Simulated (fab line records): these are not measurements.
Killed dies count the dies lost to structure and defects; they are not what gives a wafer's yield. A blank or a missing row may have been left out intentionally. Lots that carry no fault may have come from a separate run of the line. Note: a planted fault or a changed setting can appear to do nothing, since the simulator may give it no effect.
A struck lot beside a sound one ; flow gf180mcu ; 15 steps out of a route of 602
Sound: these wafers, L151.2, L151.5, L151.6. Struck: wafer L159.1. (L159.4, L159.6 of the same lot were not struck and are left out.) The cause comes at the end.
Each step with rows lists, per side, the tool, then ch with its chambers, then its first start. Under that, the readings that differ: sound wafers ; struck wafers ; difference of the means ; sigmas: that difference in standard deviations of wafers without a fault.
alike: readings with means less than 2 such deviations apart, plus words and numbers identical on both sides. not compared: withheld readings, readings lacking a value on some wafer, bounds such as >300 that could conceal the same value, and numbers that have no deviation in the record and whose values overlap.
The two part at a step that has a row with sigmas, a row that says differs or no value, or rows on one side only. Non-overlapping numbers with no deviation appear without sigmas and do not part them. Lack of a reading on every wafer of one side parts them only where that side has two or more wafers.

first, 5 steps without rows for these wafers: GF_CONTACT_ETCH_17 (etches SiO2 in C4F8/O2/Ar, stops on CoSi2, target depth 860 nm); GF_CONTACT_STRIP_18 (strips in O2/N2); GF_CONTACT_CLEAN_19 (cleans in SPM); GF_CONTACT_CLEAN_20 (cleans in DIW); GF_CONTACT_CLEAN_21 (cleans in dHF, time 20 s).
GF_CONTACT_SPUTTER_22: material Ti, target thk 15 nm, time 80.02 s.
  sound on pvdSputter-04 at day 17 00:37; struck on pvdSputter-04 at day 19 15:34
  alike: throttleValvePct
GF_CONTACT_SPUTTER_23: material TiN, target thk 10 nm, time 40 s.
  sound on pvdSputter-04 at day 17 00:41; struck on pvdSputter-04 at day 19 15:38
  alike: throttleValvePct
GF_CONTACT_CVD_24: deposits W, target thk 300 nm, time 90.339 s.
  sound on cvdW-02 ch 0,1, day 17 00:43; struck on cvdW-01 ch 1, day 19 15:40
  alike: heaterPowerW
  not compared: sinceWetCleanH
GF_CONTACT_RS_MEAS_25: uses a four-point probe to measure.
  sound on filmMetro-03 at day 17 00:50; struck on filmMetro-01 at day 19 15:46
reading;sound;struck;difference;sigmas
CONTACT_W_RS (ohm/sq);0.374 0.377 0.378;0.387;+0.011;+2
GF_CONTACT_THK_MEAS_26: measures by xrf.
  sound on filmMetro-03 at day 17 00:57; struck on filmMetro-01 at day 19 15:53
reading;sound;struck;difference;sigmas
CONTACT_W_THK (nm);303 301 300;293;-8;-2
GF_CONTACT_CMP_27: polishes, stops on SiO2, t overpolish 15 s, target thk 0 nm.
  sound on cmp-01 ch 1,2, day 17 01:00; struck on cmp-02 ch 2, day 19 15:56
  alike: motorCurrentA, overpolishRunS, platenRpm, timeToEndpointS
GF_M1_SPUTTER_00: material Ti, target thk 37.5 nm, time 150 s.
  sound on pvdSputter-01 at day 17 01:18; struck on pvdSputter-01 at day 19 16:14
  alike: throttleValvePct
GF_M1_SPUTTER_01: material TiN, target thk 30 nm, time 25 s.
  sound on pvdSputter-01 at day 17 01:24; struck on pvdSputter-01 at day 19 16:20
reading;sound;struck;difference;sigmas
model.TiN_of_M1_SPUTTER_01.thkNm (nm);29.69 29.87 29.54;30.72;+1.02;
  alike: throttleValvePct
then, 1 step without rows for these wafers: GF_M1_SPUTTER_02 (material AlCu, target thk 450 nm, time 23.9 s).
-- the record jumps here: 12 days lie between the struck wafers' starts before and after (it left off in module M1 and takes up again in module PASSIVATION, whose first step shown is number 602 of the route) --
GF_PASSIVATION_PROBE_99:
  only the struck wafers here have rows in the record (prober-01, day 31 19:17); the sound ones have none

WHERE THEY PART
First at GF_CONTACT_RS_MEAS_25; last, within this record, at GF_PASSIVATION_PROBE_99.

WHY: whatever the simulator had introduced
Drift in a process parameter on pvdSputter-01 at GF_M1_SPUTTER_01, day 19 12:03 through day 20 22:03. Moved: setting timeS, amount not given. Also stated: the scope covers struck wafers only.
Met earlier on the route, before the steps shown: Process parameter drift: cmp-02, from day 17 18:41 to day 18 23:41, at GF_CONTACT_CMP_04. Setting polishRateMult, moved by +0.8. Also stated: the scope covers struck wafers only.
